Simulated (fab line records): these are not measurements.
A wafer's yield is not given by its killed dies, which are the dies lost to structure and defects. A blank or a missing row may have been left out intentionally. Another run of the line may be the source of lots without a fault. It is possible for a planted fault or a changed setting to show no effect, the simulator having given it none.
fab line records | flow gf180mcu | part 1 of 2: steps 1 to 32 of 41
record: lots: 5 | wafers: 15 | last-day: 34
route steps=602 shown POLY_GATE@174 HV_LDD@176
lots untouched by any fault: they come from a run of this same line in which no faults occurred
start-h: the number of hours between the record's first day and the start of the first shown wafer of the lot | wait-h: hours from the lot's prior step to this one | " unchanged from the row above | L1.1+2: one row covering several wafers at once | - either no value or no given start | * or withheld: withheld | < > ~ a bound
route shown NAME@n: a module of which the file shows steps, and the number in the route of the first | usual: mean and standard deviation over wafers with no fault | same: alike in all rows | chamber/n: place in a boat | sites: each site's reading | _std_site: standard deviation of those values | _edge_site: the outer-site mean with the inner-site mean subtracted | radius-mm: how far each site lies from the wafer's centre | mask NAME#n: copy n | behind: the last tool/chamber to shape the wafer | hold: why the lot went on hold/how many hours it stayed there/how the hold came to an end | device: whichever transistor did not switch (one of n, p or np) | end of line: the route-end tests of the same wafers | where a step has no rows: the recipe by itself | killed: the dies lost at the first sort to structure and to defects; this is not the yield of the wafer | map: a wafer's dies, x killed, . not, _ none there
set.NAME: the setting that was run; set.NAME@STEP: the one run at that earlier step | model.NAME: the simulator's own value behind a step, which no gauge read
lots at selected steps of the route; one table per step, one row per wafer
services: a tool's chamber out of use, with start hour (start-h, from the record's first day; less than 0 if before it), hours out, and reason
== steps ==
step: GF_POLY_GATE_THK_MEAS_17
recipe: reads: SiO2_of_POLY_GATE_OXIDATION_16
usual: POLY_GATE_OXIDATION_THK: 3.98/0.1
lot.wafer | tool          | chamber | start-h | wait-h | POLY_GATE_OXIDATION_THK[nm]
L074.2    | film-metro-01 | -       | 199.73  | 0.0    | 4.10
L074.5    | "             | -       | "       | "      | 4.04
L074.6    | "             | -       | "       | "      | 4.05
L081.1    | film-metro-04 | -       | 250.21  | 0.0    | 4.04
L081.3    | "             | -       | "       | "      | 4.14
L081.5    | "             | -       | "       | "      | 4.10
L088.2    | film-metro-01 | -       | 297.78  | 0.0    | 3.92
L088.3    | "             | -       | "       | "      | 4.09
L088.5    | "             | -       | "       | "      | 3.99
L090.2    | film-metro-01 | -       | 312.68  | 0.0    | 3.96
L090.3    | "             | -       | "       | "      | 3.96
L090.4    | "             | -       | "       | "      | 4.01
L096.3    | film-metro-01 | -       | 360.72  | 0.0    | 3.95
L096.4    | "             | -       | "       | "      | 4.09
L096.5    | "             | -       | "       | "      | 4.01
step: GF_POLY_GATE_CD_MEAS_18
usual: cd-nm: 280.2/1.7
lot.wafer | tool      | chamber | start-h | wait-h | cd-nm
L074.2    | cd-sem-01 | -       | 199.87  | 0.1    | 283.5
L074.5    | "         | -       | "       | "      | 281.6
L074.6    | "         | -       | "       | "      | 283.3
L081.1    | cd-sem-01 | -       | 250.27  | 0.1    | 280.6
L081.3    | "         | -       | "       | "      | 277.6
L081.5    | "         | -       | "       | "      | 281.4
L088.2    | cd-sem-02 | -       | 297.85  | 0.1    | 280.0
L088.3    | "         | -       | "       | "      | 279.5
L088.5    | "         | -       | "       | "      | 278.4
L090.2    | cd-sem-01 | -       | 312.76  | 0.1    | 280.8
L090.3    | "         | -       | "       | "      | 277.8
L090.4    | "         | -       | "       | "      | 279.6
L096.3    | cd-sem-02 | -       | 360.81  | 0.1    | 280.3
L096.4    | "         | -       | "       | "      | 280.0
L096.5    | "         | -       | "       | "      | 279.2
step: GF_HV_LDD_DEHYDRATE_00
recipe: temp-c: 200 | time-s: 60
usual: heater-power-total-W: 160.36/0.12
lot.wafer | tool           | chamber | start-h | wait-h | heater-power-total-W
L074.2    | litho-track-02 | 0       | 207.85  | 7.9    | 160.29
L074.5    | "              | 0       | "       | "      | 160.23
L074.6    | "              | 0       | "       | "      | 160.49
L081.1    | litho-track-02 | 0       | 259.22  | 8.9    | 160.54
L081.3    | "              | 0       | "       | "      | 160.49
L081.5    | "              | 0       | "       | "      | 160.31
L088.2    | litho-track-01 | 0       | 306.98  | 9.1    | 160.27
L088.3    | "              | 0       | "       | "      | 160.25
L088.5    | "              | 0       | "       | "      | 160.51
L090.2    | litho-track-04 | 0       | 322.62  | 9.8    | 160.49
L090.3    | "              | 0       | "       | "      | 160.37
L090.4    | "              | 0       | "       | "      | 160.53
L096.3    | litho-track-01 | 0       | 370.55  | 9.7    | 160.38
L096.4    | "              | 0       | "       | "      | 160.24
L096.5    | "              | 0       | "       | "      | 160.38
step: GF_HV_LDD_HMDS_01
recipe: prime-time-s: 60 | prime-temp-c: 120
lot.wafer  | tool           | chamber | start-h | wait-h
L074.2+5+6 | litho-track-02 | 0       | 208.00  | 0.1
L081.1+3+5 | litho-track-02 | 0       | 259.37  | 0.1
L088.2+3+5 | litho-track-01 | 0       | 307.13  | 0.1
L090.2+3+4 | litho-track-04 | 0       | 322.77  | 0.1
L096.3+4+5 | litho-track-01 | 0       | 370.70  | 0.1
step: GF_HV_LDD_COAT_02
recipe: resist: NOVOLAK | spin-rpm: 3000 | resist-thk-nm: 1000
lot.wafer  | tool           | chamber | start-h | wait-h
L074.2+5+6 | litho-track-02 | 0       | 208.15  | 0.1
L081.1+3+5 | litho-track-02 | 0       | 259.52  | 0.1
L088.2+3+5 | litho-track-01 | 0       | 307.28  | 0.1
L090.2+3+4 | litho-track-04 | 0       | 322.92  | 0.1
L096.3+4+5 | litho-track-01 | 0       | 370.85  | 0.1
step: GF_HV_LDD_SOFTBAKE_03
recipe: temp-c: 90 | time-s: 60 | resist: NOVOLAK
usual: heater-power-total-W: 56.59/0.047
lot.wafer | tool           | chamber | start-h | wait-h | heater-power-total-W
L074.2    | litho-track-02 | 0       | 208.30  | 0.1    | 56.59
L074.5    | "              | 0       | "       | "      | 56.56
L074.6    | "              | 0       | "       | "      | 56.65
L081.1    | litho-track-02 | 0       | 259.67  | 0.1    | 56.59
L081.3    | "              | 0       | "       | "      | 56.57
L081.5    | "              | 0       | "       | "      | 56.67
L088.2    | litho-track-01 | 0       | 307.43  | 0.1    | 56.69
L088.3    | "              | 0       | "       | "      | 56.62
L088.5    | "              | 0       | "       | "      | 56.49
L090.2    | litho-track-04 | 0       | 323.07  | 0.1    | 56.58
L090.3    | "              | 0       | "       | "      | 56.55
L090.4    | "              | 0       | "       | "      | 56.69
L096.3    | litho-track-01 | 0       | 371.00  | 0.1    | 56.58
L096.4    | "              | 0       | "       | "      | 56.57
L096.5    | "              | 0       | "       | "      | 56.57
step: GF_HV_LDD_EXPOSE_04
recipe: mask-id: Nplus_LV_AREA | target-cd-nm: 400 | na: 0.6 | source-shape: conventional | sigma-outer: 0.6 | dose-mj: 140
same: sigma-outer: 0.6
lot.wafer  | tool             | chamber | start-h | wait-h | mask
L074.2+5+6 | iline-stepper-02 | 0       | -       | -      | Nplus_LV_AREA#0
L081.1+3+5 | iline-stepper-02 | 0       | -       | -      | Nplus_LV_AREA#0
L088.2+3+5 | iline-stepper-01 | 0       | -       | -      | Nplus_LV_AREA#0
L090.2+3+4 | iline-stepper-02 | 0       | -       | -      | Nplus_LV_AREA#0
L096.3+4+5 | iline-stepper-01 | 0       | -       | -      | Nplus_LV_AREA#0
step: GF_HV_LDD_PEB_05
recipe: temp-c: withheld | time-s: * | resist: NOVOLAK
lot.wafer  | tool           | chamber | start-h | wait-h
L074.2+5+6 | litho-track-01 | 0       | -       | -
L081.1+3+5 | litho-track-01 | 0       | -       | -
L088.2+3+5 | litho-track-01 | 0       | -       | -
L090.2+3+4 | litho-track-04 | 0       | -       | -
L096.3+4+5 | litho-track-04 | 0       | -       | -
step: GF_HV_LDD_DEVELOP_06
recipe: develop-time-s: 60 | dev-temp-c: 23
lot.wafer  | tool           | chamber | start-h | wait-h
L074.2+5+6 | litho-track-01 | 0       | 217.38  | 0.1
L081.1+3+5 | litho-track-01 | 0       | 269.10  | 0.1
L088.2+3+5 | litho-track-01 | 0       | 317.88  | 0.1
L090.2+3+4 | litho-track-04 | 0       | 333.22  | 0.1
L096.3+4+5 | litho-track-04 | 0       | 381.44  | 0.1
step: GF_HV_LDD_CD_MEAS_07
recipe: target-cd-nm: 400
usual: cd-nm: 399.5/2.2
lot.wafer | tool      | chamber | start-h | wait-h | cd-nm
L074.2    | cd-sem-01 | -       | 217.53  | 0.1    | 399.5
L074.5    | "         | -       | "       | "      | 397.5
L074.6    | "         | -       | "       | "      | 398.3
L081.1    | cd-sem-01 | -       | 269.25  | 0.1    | 399.0
L081.3    | "         | -       | "       | "      | 398.9
L081.5    | "         | -       | "       | "      | 399.8
L088.2    | cd-sem-02 | -       | 318.02  | 0.1    | 397.3
L088.3    | "         | -       | "       | "      | 398.3
L088.5    | "         | -       | "       | "      | 397.5
L090.2    | cd-sem-02 | -       | 333.36  | 0.1    | 397.3
L090.3    | "         | -       | "       | "      | 398.7
L090.4    | "         | -       | "       | "      | 396.5
L096.3    | cd-sem-01 | -       | 381.58  | 0.1    | 403.0
L096.4    | "         | -       | "       | "      | 402.7
L096.5    | "         | -       | "       | "      | 403.5
step: GF_HV_LDD_OVL_MEAS_08
usual: HV_LDD_OVL: -0.4/1.3
lot.wafer | tool       | chamber | start-h | wait-h | HV_LDD_OVL[nm]
L074.2    | overlay-02 | -       | 217.63  | 0.1    | 0.1
L074.5    | "          | -       | "       | "      | -1.3
L074.6    | "          | -       | "       | "      | -0.4
L081.1    | overlay-01 | -       | 269.37  | 0.1    | 0.2
L081.3    | "          | -       | "       | "      | -0.6
L081.5    | "          | -       | "       | "      | 1.2
L088.2    | overlay-01 | -       | 318.13  | 0.1    | 2.0
L088.3    | "          | -       | "       | "      | 0.5
L088.5    | "          | -       | "       | "      | 0.6
L090.2    | overlay-01 | -       | 333.47  | 0.1    | -0.6
L090.3    | "          | -       | "       | "      | 2.4
L090.4    | "          | -       | "       | "      | 1.5
L096.3    | overlay-02 | -       | 381.67  | 0.1    | -2.0
L096.4    | "          | -       | "       | "      | 0.9
L096.5    | "          | -       | "       | "      | 0.1
step: GF_HV_LDD_IMPLANT_09
recipe: species: As | energy-kev: 40 | dose-cm2: 1e+14 | tilt-deg: 7
usual: dose-ions-cm2: 9.999e+13/1.1e+11
lot.wafer | tool         | chamber | start-h | wait-h | dose-ions-cm2
L074.2    | implanter-01 | 0       | 217.69  | 0.0    | 9.989e+13
L074.5    | "            | 0       | "       | "      | 9.988e+13
L074.6    | "            | 0       | "       | "      | 9.982e+13
L081.1    | implanter-01 | 0       | 269.41  | 0.0    | 9.997e+13
L081.3    | "            | 0       | "       | "      | 9.991e+13
L081.5    | "            | 0       | "       | "      | 1e+14
L088.2    | implanter-01 | 0       | 318.18  | 0.0    | 1.0006e+14
L088.3    | "            | 0       | "       | "      | 9.991e+13
L088.5    | "            | 0       | "       | "      | 9.982e+13
L090.2    | implanter-03 | 0       | 333.52  | 0.0    | 9.995e+13
L090.3    | "            | 0       | "       | "      | 9.998e+13
L090.4    | "            | 0       | "       | "      | 9.999e+13
L096.3    | implanter-01 | 0       | 381.75  | 0.1    | 9.994e+13
L096.4    | "            | 0       | "       | "      | 1.0009e+14
L096.5    | "            | 0       | "       | "      | 9.994e+13
step: GF_HV_LDD_STRIP_10
recipe: chemistry: O2/N2 | power-w: 1400 | pressure-mtorr: 1500 | platen-temp-c: 250 | o2-flow-sccm: 3000 | n2-flow-sccm: 300 | overash-fraction: 0.5
usual: drypump-motor-current-A: 5.7/0.46 | heater-power-w: 306/19 | oes-product-au: 0.716/0.0042 | strip-time-to-endpoint-s: 12.63/0.032
lot.wafer | tool            | chamber | start-h | wait-h | drypump-motor-current-A | heater-power-w | oes-product-au | rf-hours-counter-h | strip-time-to-endpoint-s
L074.2    | plasma-asher-01 | 0       | 217.81  | 0.1    | 6.6                     | 300            | 0.712          | 56                 | 12.61
L074.5    | "               | 1       | "       | "      | 5.3                     | 334            | 0.716          | -                  | 12.63
L074.6    | "               | 0       | "       | "      | 6.6                     | 317            | 0.718          | -                  | 12.63
L081.1    | plasma-asher-03 | 1       | 269.56  | 0.1    | 5.5                     | 308            | 0.715          | 50                 | 12.66
L081.3    | "               | 0       | "       | "      | 5.5                     | 296            | 0.716          | -                  | 12.68
L081.5    | "               | 0       | "       | "      | 5.5                     | 293            | 0.714          | -                  | 12.68
L088.2    | plasma-asher-01 | 0       | 318.31  | 0.1    | 6.6                     | 313            | 0.714          | 67                 | 12.61
L088.3    | "               | 1       | "       | "      | 5.3                     | 338            | 0.711          | -                  | 12.57
L088.5    | "               | 1       | "       | "      | 5.2                     | 336            | 0.722          | -                  | 12.59
L090.2    | plasma-asher-03 | 1       | 333.65  | 0.1    | 5.6                     | 301            | 0.710          | 57                 | 12.70
L090.3    | "               | 1       | "       | "      | 5.5                     | 310            | 0.715          | -                  | 12.67
L090.4    | "               | 0       | "       | "      | 5.6                     | 285            | 0.726          | -                  | 12.67
L096.3    | plasma-asher-03 | 0       | 381.88  | 0.1    | 5.6                     | 291            | 0.718          | -                  | 12.62
L096.4    | "               | 1       | "       | "      | 5.5                     | 314            | 0.720          | -                  | 12.61
L096.5    | "               | 1       | "       | "      | 5.5                     | 310            | 0.719          | -                  | 12.65
step: GF_HV_LDD_TW_MEAS_11
usual: HV_LDD_TW: 2429/25
lot.wafer | tool          | chamber | start-h | wait-h | HV_LDD_TW
L074.2    | film-metro-03 | -       | 217.92  | 0.1    | 2392
L074.5    | "             | -       | "       | "      | 2409
L074.6    | "             | -       | "       | "      | 2409
L081.1    | film-metro-04 | -       | 269.66  | 0.1    | 2456
L081.3    | "             | -       | "       | "      | 2458
L081.5    | "             | -       | "       | "      | 2451
L088.2    | film-metro-04 | -       | 318.42  | 0.1    | 2474
L088.3    | "             | -       | "       | "      | 2464
L088.5    | "             | -       | "       | "      | 2454
L090.2    | film-metro-04 | -       | 333.76  | 0.1    | 2458
L090.3    | "             | -       | "       | "      | 2459
L090.4    | "             | -       | "       | "      | 2477
L096.3    | film-metro-04 | -       | 381.97  | 0.1    | 2455
L096.4    | "             | -       | "       | "      | 2447
L096.5    | "             | -       | "       | "      | 2451
step: GF_HV_LDD_DEHYDRATE_12
recipe: temp-c: 200 | time-s: 60
usual: heater-power-total-W: 160.36/0.13
lot.wafer | tool           | chamber | start-h | wait-h | heater-power-total-W
L074.2    | litho-track-01 | 0       | 225.88  | 7.9    | 160.37
L074.5    | "              | 0       | "       | "      | 160.54
L074.6    | "              | 0       | "       | "      | 160.29
L081.1    | litho-track-04 | 0       | 278.79  | 9.1    | 160.30
L081.3    | "              | 0       | "       | "      | 160.33
L081.5    | "              | 0       | "       | "      | 160.21
L088.2    | litho-track-02 | 0       | 328.04  | 9.6    | 160.22
L088.3    | "              | 0       | "       | "      | 160.44
L088.5    | "              | 0       | "       | "      | 160.39
L090.2    | litho-track-01 | 0       | 343.73  | 10.0   | 160.27
L090.3    | "              | 0       | "       | "      | 160.51
L090.4    | "              | 0       | "       | "      | 160.41
L096.3    | litho-track-04 | 0       | 392.14  | 10.2   | 160.22
L096.4    | "              | 0       | "       | "      | 160.18
L096.5    | "              | 0       | "       | "      | 160.28
step: GF_HV_LDD_HMDS_13
recipe: prime-time-s: 60 | prime-temp-c: 120
lot.wafer  | tool           | chamber | start-h | wait-h
L074.2+5+6 | litho-track-01 | 0       | 226.03  | 0.1
L081.1+3+5 | litho-track-04 | 0       | 278.94  | 0.1
L088.2+3+5 | litho-track-02 | 0       | 328.19  | 0.1
L090.2+3+4 | litho-track-01 | 0       | 343.88  | 0.1
L096.3+4+5 | litho-track-04 | 0       | 392.29  | 0.1
step: GF_HV_LDD_COAT_14
recipe: resist: NOVOLAK | spin-rpm: 3000 | resist-thk-nm: 1000
lot.wafer  | tool           | chamber | start-h | wait-h
L074.2+5+6 | litho-track-01 | 0       | 226.18  | 0.1
L081.1+3+5 | litho-track-04 | 0       | 279.09  | 0.1
L088.2+3+5 | litho-track-02 | 0       | 328.34  | 0.1
L090.2+3+4 | litho-track-01 | 0       | 344.03  | 0.1
L096.3+4+5 | litho-track-04 | 0       | 392.44  | 0.1
step: GF_HV_LDD_SOFTBAKE_15
recipe: temp-c: 90 | time-s: 60 | resist: NOVOLAK
usual: heater-power-total-W: 56.60/0.041
lot.wafer | tool           | chamber | start-h | wait-h | heater-power-total-W
L074.2    | litho-track-01 | 0       | 226.33  | 0.1    | 56.65
L074.5    | "              | 0       | "       | "      | 56.54
L074.6    | "              | 0       | "       | "      | 56.61
L081.1    | litho-track-04 | 0       | 279.24  | 0.1    | 56.60
L081.3    | "              | 0       | "       | "      | 56.59
L081.5    | "              | 0       | "       | "      | 56.63
L088.2    | litho-track-02 | 0       | 328.49  | 0.1    | 56.62
L088.3    | "              | 0       | "       | "      | 56.65
L088.5    | "              | 0       | "       | "      | 56.53
L090.2    | litho-track-01 | 0       | 344.18  | 0.1    | 56.61
L090.3    | "              | 0       | "       | "      | 56.62
L090.4    | "              | 0       | "       | "      | 56.58
L096.3    | litho-track-04 | 0       | 392.59  | 0.1    | 56.54
L096.4    | "              | 0       | "       | "      | 56.63
L096.5    | "              | 0       | "       | "      | 56.62
step: GF_HV_LDD_EXPOSE_16
recipe: mask-id: Pplus_LV_AREA | target-cd-nm: 400 | na: 0.6 | source-shape: conventional | sigma-outer: 0.6 | dose-mj: 140
same: sigma-outer: 0.6
lot.wafer  | tool             | chamber | start-h | wait-h | mask
L074.2+5+6 | iline-stepper-02 | 0       | -       | -      | Pplus_LV_AREA#0
L081.1+3+5 | iline-stepper-01 | 0       | -       | -      | Pplus_LV_AREA#0
L088.2+3+5 | iline-stepper-02 | 0       | -       | -      | Pplus_LV_AREA#0
L090.2+3+4 | iline-stepper-02 | 0       | -       | -      | Pplus_LV_AREA#0
L096.3+4+5 | iline-stepper-01 | 0       | -       | -      | Pplus_LV_AREA#0
step: GF_HV_LDD_PEB_17
recipe: temp-c: withheld | time-s: * | resist: NOVOLAK
lot.wafer  | tool           | chamber | start-h | wait-h
L074.2+5+6 | litho-track-04 | 0       | -       | -
L081.1+3+5 | litho-track-02 | 0       | -       | -
L088.2+3+5 | litho-track-02 | 0       | -       | -
L090.2+3+4 | litho-track-01 | 0       | -       | -
L096.3+4+5 | litho-track-02 | 0       | -       | -
step: GF_HV_LDD_DEVELOP_18
recipe: develop-time-s: 60 | dev-temp-c: 23
lot.wafer  | tool           | chamber | start-h | wait-h
L074.2+5+6 | litho-track-04 | 0       | 235.22  | 0.1
L081.1+3+5 | litho-track-02 | 0       | 288.87  | 0.1
L088.2+3+5 | litho-track-02 | 0       | 339.24  | 0.1
L090.2+3+4 | litho-track-01 | 0       | 354.68  | 0.1
L096.3+4+5 | litho-track-02 | 0       | 404.37  | 0.1
step: GF_HV_LDD_CD_MEAS_19
recipe: target-cd-nm: 400
usual: cd-nm: 399.8/1.7
lot.wafer | tool      | chamber | start-h | wait-h | cd-nm
L074.2    | cd-sem-01 | -       | 235.36  | 0.1    | 401.2
L074.5    | "         | -       | "       | "      | 400.2
L074.6    | "         | -       | "       | "      | 398.4
L081.1    | cd-sem-02 | -       | 289.02  | 0.1    | 401.7
L081.3    | "         | -       | "       | "      | 400.4
L081.5    | "         | -       | "       | "      | 402.6
L088.2    | cd-sem-02 | -       | 339.39  | 0.1    | 397.7
L088.3    | "         | -       | "       | "      | 400.9
L088.5    | "         | -       | "       | "      | 399.3
L090.2    | cd-sem-02 | -       | 354.82  | 0.1    | 400.8
L090.3    | "         | -       | "       | "      | 401.6
L090.4    | "         | -       | "       | "      | 401.2
L096.3    | cd-sem-02 | -       | 404.51  | 0.1    | 398.0
L096.4    | "         | -       | "       | "      | 398.6
L096.5    | "         | -       | "       | "      | 398.3
step: GF_HV_LDD_OVL_MEAS_20
usual: HV_LDD_01_OVL: -0.8/1.3
lot.wafer | tool       | chamber | start-h | wait-h | HV_LDD_01_OVL[nm]
L074.2    | overlay-02 | -       | 235.47  | 0.1    | -0.7
L074.5    | "          | -       | "       | "      | -0.7
L074.6    | "          | -       | "       | "      | 1.4
L081.1    | overlay-02 | -       | 289.14  | 0.1    | -0.9
L081.3    | "          | -       | "       | "      | -2.2
L081.5    | "          | -       | "       | "      | -2.9
L088.2    | overlay-01 | -       | 339.49  | 0.1    | 0.8
L088.3    | "          | -       | "       | "      | -0.3
L088.5    | "          | -       | "       | "      | 0.1
L090.2    | overlay-02 | -       | 354.93  | 0.1    | -1.1
L090.3    | "          | -       | "       | "      | -3.0
L090.4    | "          | -       | "       | "      | -1.9
L096.3    | overlay-01 | -       | 404.60  | 0.1    | -1.3
L096.4    | "          | -       | "       | "      | -2.7
L096.5    | "          | -       | "       | "      | -2.8
step: GF_HV_LDD_IMPLANT_21
recipe: species: BF2 | energy-kev: 24.71 | dose-cm2: 5e+13 | tilt-deg: 7
usual: dose-ions-cm2: 5e+13/5.6e+10
lot.wafer | tool         | chamber | start-h | wait-h | dose-ions-cm2
L074.2    | implanter-01 | 0       | 235.52  | 0.0    | 4.998e+13
L074.5    | "            | 0       | "       | "      | 5.004e+13
L074.6    | "            | 0       | "       | "      | 4.99e+13
L081.1    | implanter-02 | 0       | 289.18  | 0.0    | 5.002e+13
L081.3    | "            | 0       | "       | "      | 5.003e+13
L081.5    | "            | 0       | "       | "      | 5e+13
L088.2    | implanter-01 | 0       | 339.55  | 0.0    | 4.996e+13
L088.3    | "            | 0       | "       | "      | 5.001e+13
L088.5    | "            | 0       | "       | "      | 5.004e+13
L090.2    | implanter-02 | 0       | 354.98  | 0.0    | 4.999e+13
L090.3    | "            | 0       | "       | "      | 5e+13
L090.4    | "            | 0       | "       | "      | 4.994e+13
L096.3    | implanter-02 | 0       | 404.67  | 0.1    | 5.003e+13
L096.4    | "            | 0       | "       | "      | 4.996e+13
L096.5    | "            | 0       | "       | "      | 5.001e+13
step: GF_HV_LDD_STRIP_22
recipe: chemistry: O2/N2 | power-w: 1400 | pressure-mtorr: 1500 | platen-temp-c: 250 | o2-flow-sccm: 3000 | n2-flow-sccm: 300 | overash-fraction: 0.5
usual: drypump-motor-current-A: 5.7/0.49 | heater-power-w: 305/23 | oes-product-au: 0.716/0.0042 | strip-time-to-endpoint-s: 12.63/0.032
lot.wafer | tool            | chamber | start-h | wait-h | drypump-motor-current-A | heater-power-w | oes-product-au | rf-hours-counter-h | strip-time-to-endpoint-s
L074.2    | plasma-asher-02 | 1       | 235.65  | 0.1    | 5.3                     | 305            | 0.718          | 13                 | 12.64
L074.5    | "               | 1       | "       | "      | 5.4                     | 313            | 0.714          | -                  | 12.60
L074.6    | "               | 0       | "       | "      | 5.7                     | 269            | 0.720          | -                  | 12.63
L081.1    | plasma-asher-03 | 1       | 289.33  | 0.1    | 5.5                     | 314            | 0.714          | 52                 | 12.65
L081.3    | "               | 1       | "       | "      | 5.5                     | 302            | 0.716          | -                  | 12.65
L081.5    | "               | 0       | "       | "      | 5.6                     | 292            | 0.711          | -                  | 12.67
L088.2    | plasma-asher-02 | 0       | 339.67  | 0.1    | 5.7                     | 271            | 0.710          | 22                 | 12.65
L088.3    | "               | 1       | "       | "      | 5.3                     | 306            | 0.719          | -                  | 12.65
L088.5    | "               | 0       | "       | "      | 5.6                     | 268            | 0.714          | -                  | 12.64
L090.2    | plasma-asher-01 | 1       | 355.11  | 0.1    | 5.2                     | 345            | 0.721          | 72                 | 12.63
L090.3    | "               | 0       | "       | "      | 6.6                     | 297            | 0.715          | -                  | 12.64
L090.4    | "               | 1       | "       | "      | 5.2                     | 321            | 0.708          | -                  | 12.60
L096.3    | plasma-asher-01 | 0       | 404.81  | 0.1    | 6.6                     | 303            | 0.720          | -                  | 12.69
L096.4    | "               | 1       | "       | "      | 5.2                     | 346            | 0.722          | -                  | 12.66
L096.5    | "               | 1       | "       | "      | 5.2                     | 333            | 0.719          | -                  | 12.66
step: GF_HV_LDD_TW_MEAS_23
usual: HV_LDD_2_TW: 1056/10
lot.wafer | tool          | chamber | start-h | wait-h | HV_LDD_2_TW
L074.2    | film-metro-04 | -       | 235.76  | 0.1    | 1073
L074.5    | "             | -       | "       | "      | 1073
L074.6    | "             | -       | "       | "      | 1080
L081.1    | film-metro-02 | -       | 289.43  | 0.1    | 1052
L081.3    | "             | -       | "       | "      | 1050
L081.5    | "             | -       | "       | "      | 1048
L088.2    | film-metro-03 | -       | 339.83  | 0.1    | 1050
L088.3    | "             | -       | "       | "      | 1050
L088.5    | "             | -       | "       | "      | 1054
L090.2    | film-metro-02 | -       | 355.22  | 0.1    | 1051
L090.3    | "             | -       | "       | "      | 1051
L090.4    | "             | -       | "       | "      | 1048
L096.3    | film-metro-02 | -       | 404.89  | 0.1    | 1049
L096.4    | "             | -       | "       | "      | 1054
L096.5    | "             | -       | "       | "      | 1059
step: GF_HV_LDD_DEHYDRATE_24
recipe: temp-c: 200 | time-s: 60
usual: heater-power-total-W: 160.37/0.13
lot.wafer | tool           | chamber | start-h | wait-h | heater-power-total-W
L074.2    | litho-track-04 | 0       | 243.52  | 7.7    | 160.35
L074.5    | "              | 0       | "       | "      | 160.34
L074.6    | "              | 0       | "       | "      | 160.52
L081.1    | litho-track-04 | 0       | 299.09  | 9.7    | 160.36
L081.3    | "              | 0       | "       | "      | 160.48
L081.5    | "              | 0       | "       | "      | 160.26
L088.2    | litho-track-01 | 0       | 350.08  | 10.2   | 160.28
L088.3    | "              | 0       | "       | "      | 160.47
L088.5    | "              | 0       | "       | "      | 160.22
L090.2    | litho-track-04 | 0       | 364.77  | 9.5    | 160.61
L090.3    | "              | 0       | "       | "      | 160.35
L090.4    | "              | 0       | "       | "      | 160.21
L096.3    | litho-track-01 | 0       | 415.30  | 10.4   | 160.59
L096.4    | "              | 0       | "       | "      | 160.34
L096.5    | "              | 0       | "       | "      | 160.18
step: GF_HV_LDD_HMDS_25
recipe: prime-time-s: 60 | prime-temp-c: 120
lot.wafer  | tool           | chamber | start-h | wait-h
L074.2+5+6 | litho-track-04 | 0       | 243.67  | 0.1
L081.1+3+5 | litho-track-04 | 0       | 299.24  | 0.1
L088.2+3+5 | litho-track-01 | 0       | 350.23  | 0.1
L090.2+3+4 | litho-track-04 | 0       | 364.92  | 0.1
L096.3+4+5 | litho-track-01 | 0       | 415.45  | 0.1
step: GF_HV_LDD_COAT_26
recipe: resist: NOVOLAK | spin-rpm: 3000 | resist-thk-nm: 1000
lot.wafer  | tool           | chamber | start-h | wait-h
L074.2+5+6 | litho-track-04 | 0       | 243.82  | 0.1
L081.1+3+5 | litho-track-04 | 0       | 299.39  | 0.1
L088.2+3+5 | litho-track-01 | 0       | 350.38  | 0.1
L090.2+3+4 | litho-track-04 | 0       | 365.07  | 0.1
L096.3+4+5 | litho-track-01 | 0       | 415.60  | 0.1
step: GF_HV_LDD_SOFTBAKE_27
recipe: temp-c: 90 | time-s: 60 | resist: NOVOLAK
usual: heater-power-total-W: 56.60/0.043
lot.wafer | tool           | chamber | start-h | wait-h | heater-power-total-W
L074.2    | litho-track-04 | 0       | 243.97  | 0.1    | 56.63
L074.5    | "              | 0       | "       | "      | 56.59
L074.6    | "              | 0       | "       | "      | 56.59
L081.1    | litho-track-04 | 0       | 299.54  | 0.1    | 56.60
L081.3    | "              | 0       | "       | "      | 56.65
L081.5    | "              | 0       | "       | "      | 56.48
L088.2    | litho-track-01 | 0       | 350.53  | 0.1    | 56.65
L088.3    | "              | 0       | "       | "      | 56.58
L088.5    | "              | 0       | "       | "      | 56.61
L090.2    | litho-track-04 | 0       | 365.22  | 0.1    | 56.59
L090.3    | "              | 0       | "       | "      | 56.67
L090.4    | "              | 0       | "       | "      | 56.67
L096.3    | litho-track-01 | 0       | 415.75  | 0.1    | 56.59
L096.4    | "              | 0       | "       | "      | 56.65
L096.5    | "              | 0       | "       | "      | 56.60
step: GF_HV_LDD_EXPOSE_28
recipe: mask-id: Nplus_HV_AREA | target-cd-nm: 400 | na: 0.6 | source-shape: conventional | sigma-outer: 0.6 | dose-mj: 140
same: sigma-outer: 0.6
lot.wafer  | tool             | chamber | start-h | wait-h | mask
L074.2+5+6 | iline-stepper-02 | 0       | -       | -      | Nplus_HV_AREA#0
L081.1+3+5 | iline-stepper-01 | 0       | -       | -      | Nplus_HV_AREA#0
L088.2+3+5 | iline-stepper-01 | 0       | -       | -      | Nplus_HV_AREA#0
L090.2+3+4 | iline-stepper-02 | 0       | -       | -      | Nplus_HV_AREA#0
L096.3+4+5 | iline-stepper-01 | 0       | -       | -      | Nplus_HV_AREA#0
step: GF_HV_LDD_PEB_29
recipe: temp-c: withheld | time-s: * | resist: NOVOLAK
lot.wafer  | tool           | chamber | start-h | wait-h
L074.2+5+6 | litho-track-02 | 0       | -       | -
L081.1+3+5 | litho-track-01 | 0       | -       | -
L088.2+3+5 | litho-track-01 | 0       | -       | -
L090.2+3+4 | litho-track-01 | 0       | -       | -
L096.3+4+5 | litho-track-04 | 0       | -       | -
